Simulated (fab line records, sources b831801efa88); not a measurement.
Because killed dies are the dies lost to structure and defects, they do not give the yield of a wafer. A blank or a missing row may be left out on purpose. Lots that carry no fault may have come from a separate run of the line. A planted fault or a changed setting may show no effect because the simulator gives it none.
A lot that was struck, set against a sound lot + flow sky130 + 20 steps out of a route of 708
Sound: the wafers L420.1, L420.2, L420.3. The struck wafers were L409.1, L409.4, L409.6. At the end, the cause is stated.
Each step with rows lists, per side, the tool, then ch with its chambers, then its first start. Under that, the readings that differ: sound wafers + struck wafers + difference of the means + sigmas: that difference in standard deviations of wafers without a fault.
alike: words and numbers the same on both sides, and readings whose means are apart by under 2 such deviations; not compared: readings that were withheld, readings missing a value for some wafer, numbers with overlapping values and no deviation given by the record, and bounds like >300 which may hide the same value.
The two part at a step that has a row with sigmas, a row that says differs or no value, or rows on one side only. When numbers do not overlap yet have no deviation, they are printed without sigmas and do not part them. A reading missing from all wafers of one side parts the sides only when that side holds two or more wafers.

SKY_LDD_HVP_OVL_MEAS_07:
  sound on overlay-02, day 28 01:40; struck on overlay-01, day 24 15:32
  alike: LDD_HVP_OVL
after that, 1 step had no rows for these wafers: SKY_LDD_HVP_IMPLANT_08.
SKY_LDD_HVP_STRIP_09: strips in O2/N2.
  sound on plasmaAsher-04 ch 0,1, day 28 01:51; struck on plasmaAsher-02 ch 0,1, day 24 15:44
  alike: chamberPressureMTorr, drypumpMotorCurrentA, oesProductAu, stripTimeToEndpointS
  not compared: rfHoursCounterH
SKY_LDD_HVP_TW_MEAS_10:
  sound on filmMetro-01, day 28 01:57; struck on filmMetro-04, day 24 15:50
  alike: LDD_HVP_TW
then, 7 steps without rows for these wafers: SKY_LDD_LDN_DEHYDRATE_00 (time 60 s); SKY_LDD_LDN_HMDS_01 (prime time 60 s); SKY_LDD_LDN_COAT_02 (resist thk 1140 nm); SKY_LDD_LDN_SOFTBAKE_03 (time 60 s); SKY_LDD_LDN_EXPOSE_04 (exposes mask LDNTM, target cd 700 nm); SKY_LDD_LDN_PEB_05; SKY_LDD_LDN_DEVELOP_06 (develop time 60 s).
SKY_LDD_LDN_OVL_MEAS_07:
  sound on overlay-02, day 29 04:23; struck on overlay-02, day 25 21:31
  alike: LDD_LDN_OVL
SKY_LDD_LDN_IMPLANT_08:
  sound on implanter-01 ch 0, day 29 04:26; struck on implanter-04 ch 0, day 25 21:52
  alike: doseIonsCm2
then, 3 steps without rows for these wafers: SKY_LDD_LDN_IMPLANT_09; SKY_LDD_LDN_IMPLANT_10; SKY_LDD_LDN_IMPLANT_11.
SKY_LDD_LDN_STRIP_12: strips in O2/N2.
  sound on plasmaAsher-01 ch 0,1, day 29 05:02; struck on plasmaAsher-01 ch 0,1, day 25 22:28
  alike: chamberPressureMTorr, drypumpMotorCurrentA, oesProductAu, stripTimeToEndpointS
  not compared: rfHoursCounterH
SKY_LDD_LDN_TW_MEAS_13:
  sound on filmMetro-03, day 29 05:08; struck on filmMetro-04, day 25 22:34
| reading    | sound          | struck         | difference | sigmas |
|------------|----------------|----------------|------------|--------|
| LDD_LDN_TW | 1485 1491 1482 | 1591 1592 1592 | +106       | +7     |
then, 1 step without rows for these wafers: SKY_LDD_LDN_CLEAN_14 (cleans in SC1/SC2, time 150 s).
-- record jumps: 22 days separate the struck wafers' starts on either side; left off in module LDD_LDN, taken up again in module PAD_OPEN, whose first shown step is the route's number 708 --
SKY_PAD_OPEN_PROBE_99:
  sound on prober-01, day 49 19:22; struck on prober-02, day 47 14:04
| reading                      | sound          | struck         | difference | sigmas |
|------------------------------|----------------|----------------|------------|--------|
| model.etest.tipSonos.rsOhmSq | 2627 2667 2659 | 2387 2338 2379 | -283       |        |
  alike: killed_at_M0_to_M3, killed_at_M4_up, killedAtContacts, killedAtFrontEnd, killedAtOther, killedDies, killedOpen, killedShort

== WHERE THEY PART ==
At SKY_LDD_LDN_TW_MEAS_13 and nowhere else, as far as this record goes. Later steps at which nothing parts them and some readings are alike: SKY_PAD_OPEN_PROBE_99.

WHY: the cause the simulator had injected
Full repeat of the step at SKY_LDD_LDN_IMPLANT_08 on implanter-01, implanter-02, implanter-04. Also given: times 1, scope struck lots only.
